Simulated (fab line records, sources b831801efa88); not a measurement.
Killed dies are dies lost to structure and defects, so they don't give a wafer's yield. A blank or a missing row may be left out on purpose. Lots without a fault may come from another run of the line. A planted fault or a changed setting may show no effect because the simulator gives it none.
fab line records | flow gf180mcu
record lots=14 wafers=42 last_day=33
route steps=602 shown M4@457 V4@488
lots that met no fault: from a run of the same line without faults
start_h: hours from the record's first day to the start of the lot's first wafer shown | wait_h: hours since the lot's step before | " the same as in the row above | L1.1+2: a row that stands for several wafers | - no value, or no start given | * or withheld: withheld | < > ~ a bound
route shown NAME@n: a module of which the file shows steps, and the number in the route of the first | usual: mean/standard deviation of fault-free wafers | same: alike in all rows | chamber/n: place in a boat | sites: the reading at each site | _std_site: their standard deviation | _edge_site: outer sites' mean less inner sites' | radius_mm: how far each site lies from the wafer's centre | mask NAME#n: copy n | behind: the tool/chamber that last shaped the wafer | hold: why the lot was held/for how many hours/how that ended | device: the transistor (n, p or np) that didn't switch | end of line: the same wafers' tests at the end of the route | a step without rows: its recipe alone | killed: dies lost to structure and defects at the first sort, not the wafer's yield | map: a wafer's dies, x killed, . not, _ none there
set.NAME: the setting as run; set.NAME@STEP: as run at that earlier step | model.NAME: the simulator's own value behind a step, which no gauge read
steps of the route over a sample of lots; a table a step, a row a wafer
services: from which hour (start_h, from the record's first day; less than 0 if before it) a tool's chamber was out of use, for how many hours, and why
## steps
# step GF_M4_SPUTTER_01
# recipe material=TiN target_thk_nm=30 power_w=6500 time_s=25 chamber_pressure_pa=0.4
# usual throttle_valve_pct=30.3/1.2
# columns lot.wafer tool chamber start_h wait_h throttle_valve_pct
L542.3 pvd_sputter-04 - 514.76 0.1 31.5
L542.4 " - " " 31.9
L542.5 " - " " 29.5
L545.1 pvd_sputter-04 - 542.67 0.1 30.6
L545.5 " - " " 31.5
L545.6 " - " " 31.9
L547.1 pvd_sputter-04 - 557.97 0.1 32.0
L547.3 " - " " 31.5
L547.6 " - " " 31.9
L548.2 pvd_sputter-03 - 566.38 0.1 30.2
L548.4 " - " " 30.8
L548.5 " - " " 30.2
L549.1 pvd_sputter-03 - 575.63 0.1 30.3
L549.2 " - " " 30.0
L549.4 " - " " 30.6
L550.3 pvd_sputter-03 - 585.77 0.1 29.7
L550.4 " - " " 30.1
L550.6 " - " " 30.5
L551.1 pvd_sputter-02 - 587.85 0.1 31.2
L551.2 " - " " 31.5
L551.5 " - " " 30.5
L552.3 pvd_sputter-04 - 600.56 0.1 31.6
L552.5 " - " " 30.3
L552.6 " - " " 29.8
L554.2 pvd_sputter-03 - 613.78 0.1 30.2
L554.4 " - " " 30.5
L554.5 " - " " 30.5
L556.1 pvd_sputter-02 - 630.67 0.1 31.0
L556.3 " - " " 30.6
L556.6 " - " " 31.4
L558.1 pvd_sputter-02 - 640.62 0.1 26.8
L558.2 " - " " 30.6
L558.4 " - " " 31.2
L560.2 pvd_sputter-02 - 657.47 0.1 30.5
L560.4 " - " " 31.3
L560.5 " - " " 31.0
L562.2 pvd_sputter-03 - 667.45 0.1 30.1
L562.3 " - " " 30.4
L562.4 " - " " 30.5
L563.1 pvd_sputter-03 - 673.22 0.1 29.4
L563.4 " - " " 30.1
L563.5 " - " " 30.5
# step GF_V4_PEB_12
# recipe peb_temp_c=135 peb_time_s=90 resist=KrF
# usual chill_plate_temp_C=23.02/0.11 exhaust_pa=45.0/0.85 resist_line_temp_C=22.99/0.099
# columns lot.wafer tool chamber start_h wait_h chill_plate_temp_C exhaust_pa resist_line_temp_C
L542.3 litho_track-03 0 561.68 - 23.23 44.9 23.15
L542.4 " 0 " " 23.11 44.5 23.06
L542.5 " 0 " " 23.10 43.7 22.91
L545.1 litho_track-04 0 587.17 - 22.98 43.7 23.06
L545.5 " 0 " " 23.16 44.1 23.11
L545.6 " 0 " " 23.05 44.5 23.04
L547.1 litho_track-04 0 600.42 - 22.94 44.9 22.93
L547.3 " 0 " " 22.89 44.2 23.11
L547.6 " 0 " " 22.86 44.1 22.95
L548.2 litho_track-01 0 609.60 - 22.97 44.3 22.96
L548.4 " 0 " " 23.03 45.0 22.95
L548.5 " 0 " " 23.03 45.3 22.96
L549.1 litho_track-04 0 618.17 - 23.14 44.9 23.32
L549.2 " 0 " " 23.18 43.8 23.15
L549.4 " 0 " " 22.98 45.2 23.02
L550.3 litho_track-03 0 628.98 - 22.96 44.3 22.95
L550.4 " 0 " " 22.90 46.3 22.79
L550.6 " 0 " " 23.07 46.3 23.05
L551.1 litho_track-01 0 630.22 - 22.96 45.4 23.02
L551.2 " 0 " " 22.86 46.7 22.97
L551.5 " 0 " " 22.77 45.2 22.90
L552.3 litho_track-01 - 642.74 - - - -
L552.5 " - " " - - -
L552.6 " - " " - - -
L554.2 litho_track-01 - 656.40 - - - -
L554.4 " - " " - - -
L554.5 " - " " - - -
L556.1 litho_track-03 0 671.01 - 22.87 44.6 22.98
L556.3 " 0 " " 22.93 43.3 23.01
L556.6 " 0 " " 22.99 44.2 22.98
L558.1 litho_track-01 0 680.72 - 23.17 44.5 22.75
L558.2 " 0 " " 23.11 44.7 22.90
L558.4 " 0 " " 23.05 43.9 22.78
L560.2 litho_track-04 0 697.46 - 23.16 44.8 22.87
L560.4 " 0 " " 23.13 45.3 22.97
L560.5 " 0 " " 23.07 46.1 22.91
L562.2 litho_track-03 0 705.79 - 23.06 44.1 22.86
L562.3 " 0 " " 23.11 43.5 23.00
L562.4 " 0 " " 22.82 44.9 22.79
L563.1 litho_track-01 0 711.47 - 23.07 44.5 22.97
L563.4 " 0 " " 23.05 46.3 22.87
L563.5 " 0 " " 23.02 45.2 22.98
# step GF_V4_OVL_MEAS_15
# usual V4_OVL=1/5.7
# columns lot.wafer tool chamber start_h wait_h V4_OVL[nm]
L542.3 overlay-01 - 562.16 0.1 -8
L542.4 " - " " -4
L542.5 " - " " -10
L545.1 overlay-02 - 587.64 0.1 1
L545.5 " - " " -5
L545.6 " - " " 7
L547.1 overlay-01 - 600.89 0.1 4
L547.3 " - " " -2
L547.6 " - " " -7
L548.2 overlay-02 - 610.05 0.1 0
L548.4 " - " " -1
L548.5 " - " " 9
L549.1 overlay-02 - 618.64 0.1 9
L549.2 " - " " -2
L549.4 " - " " -5
L550.3 overlay-02 - 629.39 0.1 -7
L550.4 " - " " 2
L550.6 " - " " -7
L551.1 overlay-02 - 630.69 0.1 3
L551.2 " - " " 1
L551.5 " - " " 6
L552.3 overlay-02 - 643.15 0.1 -
L552.5 " - " " -
L552.6 " - " " -
L554.2 overlay-01 - 656.85 0.1 -
L554.4 " - " " -
L554.5 " - " " -
L556.1 overlay-01 - 671.48 0.1 3
L556.3 " - " " 1
L556.6 " - " " 15
L558.1 overlay-01 - 681.19 0.1 1
L558.2 " - " " 5
L558.4 " - " " 9
L560.2 overlay-01 - 697.90 0.1 6
L560.4 " - " " 7
L560.5 " - " " 10
L562.2 overlay-02 - 706.24 0.1 -4
L562.3 " - " " 1
L562.4 " - " " -8
L563.1 overlay-01 - 711.94 0.1 2
L563.4 " - " " 9
L563.5 " - " " 5
# step GF_V4_ETCH_16
# recipe chemistry=N2/H2 target_depth_a=withheld overetch_a=withheld time_s=withheld target=BARC ion_energy_ev=200 source_w=500 bias_w=100 pressure_mtorr=30 n2_flow_sccm=100 h2_flow_sccm=200
# usual drypump_motor_current_A=5.7/0.45 n2_flow_sccm=100.0/0.31 oes_product_au=0.854/0.0051 throttle_valve_pct=13.223/0.0083
# columns lot.wafer tool chamber start_h wait_h drypump_motor_current_A n2_flow_sccm oes_product_au throttle_valve_pct
L542.3 rie_diel-03 1 562.19 0.0 5.1 100.2 0.847 13.202
L542.4 " 3 " " 6.0 99.8 0.855 13.217
L542.5 " 3 " " 6.0 100.4 0.856 13.227
L545.1 rie_diel-02 0 587.68 0.0 5.7 100.1 0.857 13.219
L545.5 " 1 " " 6.7 100.4 0.851 13.206
L545.6 " 0 " " 5.7 99.8 0.862 13.231
L547.1 rie_diel-03 2 600.93 0.0 6.0 100.3 0.860 13.221
L547.3 " 3 " " 6.0 99.7 0.854 13.217
L547.6 " 2 " " 6.0 100.8 0.859 13.233
L548.2 rie_diel-02 3 610.08 0.0 6.1 100.1 0.859 13.208
L548.4 " 1 " " 6.7 100.1 0.850 13.213
L548.5 " 2 " " 5.8 100.0 0.863 13.229
L549.1 rie_diel-02 0 618.68 0.0 5.7 99.7 0.852 13.234
L549.2 " 3 " " 6.0 100.1 0.853 13.223
L549.4 " 2 " " 5.8 99.8 0.857 13.232
L550.3 rie_diel-03 1 629.42 0.0 5.1 99.9 0.847 13.234
L550.4 " 3 " " 6.0 99.9 0.855 13.234
L550.6 " 3 " " 6.0 100.1 0.852 13.219
L551.1 rie_diel-02 2 630.73 0.0 5.8 99.9 0.852 13.208
L551.2 " 0 " " 5.8 99.9 0.863 13.222
L551.5 " 2 " " 5.8 100.2 0.872 13.225
L552.3 rie_diel-04 2 643.18 0.0 5.1 100.2 0.857 13.217
L552.5 " 1 " " 5.8 99.9 0.853 13.223
L552.6 " 2 " " 5.1 99.8 0.849 13.225
L554.2 rie_diel-04 3 656.88 0.0 5.1 100.0 0.860 13.221
L554.4 " 2 " " 5.1 99.7 0.855 13.226
L554.5 " 2 " " 5.1 100.1 0.855 13.233
L556.1 rie_diel-02 1 671.52 0.0 6.6 100.5 0.855 13.223
L556.3 " 3 " " 6.0 99.9 0.855 13.230
L556.6 " 3 " " 6.0 100.2 0.857 13.232
L558.1 rie_diel-04 3 681.23 0.0 5.1 100.1 0.857 13.223
L558.2 " 0 " " 5.3 99.9 0.850 13.228
L558.4 " 3 " " 5.1 100.2 0.852 13.221
L560.2 rie_diel-03 2 697.93 0.0 6.0 99.9 0.860 13.219
L560.4 " 3 " " 5.9 99.8 0.847 13.218
L560.5 " 2 " " 6.0 100.0 0.856 13.219
L562.2 rie_diel-04 3 706.27 0.0 5.1 100.1 0.844 13.226
L562.3 " 1 " " 5.9 100.3 0.852 13.215
L562.4 " 0 " " 5.4 100.1 0.843 13.221
L563.1 rie_diel-02 1 711.98 0.0 6.7 99.8 0.850 13.229
L563.4 " 0 " " 5.7 99.6 0.851 13.220
L563.5 " 2 " " 5.8 100.5 0.851 13.221
## services
# columns tool chamber start_h hours kind
rie_diel-02 3 503.04 10.5 repair
rie_diel-02 2 513.09 15.1 repair
rie_diel-02 3 521.32 3.3 repair
pvd_sputter-02 - 522.56 5.2 repair
pvd_sputter-04 - 541.07 0.5 repair
rie_diel-02 2 551.49 13.1 repair
rie_diel-02 - 554.10 0.4 repair
rie_diel-02 1 558.39 6.2 repair
rie_diel-02 1 625.77 14.8 repair
rie_diel-04 3 631.83 5.0 repair
rie_diel-03 3 639.63 - clean
rie_diel-03 3 639.63 26.5 scheduled_down
rie_diel-03 3 639.63 26.5 vent_cycle
rie_diel-02 - 654.59 0.5 repair
pvd_sputter-04 - 656.80 3.9 repair
rie_diel-02 - 657.52 1.7 repair
rie_diel-03 0 666.08 - clean
rie_diel-03 0 666.08 22.3 scheduled_down
rie_diel-03 0 666.08 22.3 vent_cycle
rie_diel-04 1 672.08 - clean
rie_diel-04 1 672.08 20.0 scheduled_down
rie_diel-04 1 672.08 20.0 vent_cycle
pvd_sputter-04 - 681.88 2.1 repair
rie_diel-04 3 683.95 6.2 repair
## key
first_sign step=GF_V4_PEB_12 reading=tool_record direction=missing
effect none on later readings
met_at GF_V4_PEB_12
struck_lots L552,L554
later_rows_left_out L552.3,L552.5,L552.6,L554.2,L554.4,L554.5
sort_left_out L552.3,L552.5,L552.6,L554.2,L554.4,L554.5
not_acting_at GF_M4_SPUTTER_01,GF_V4_OVL_MEAS_15,GF_V4_ETCH_16
onset_between 630.22 642.74
fault kind=skipped_step_whole tool=litho_track-01,litho_track-04 chamber=- onset_h=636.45 steps=GF_V4_PEB_12 scope=struck_lots_only
# sort_left_out: the simulated sort isn't trusted on such a fault, so these wafers' sort isn't shown, and their yield isn't known
# later_rows_left_out: the simulator's readings of these wafers behind a module that went badly wrong aren't trusted and aren't shown, but for the sort
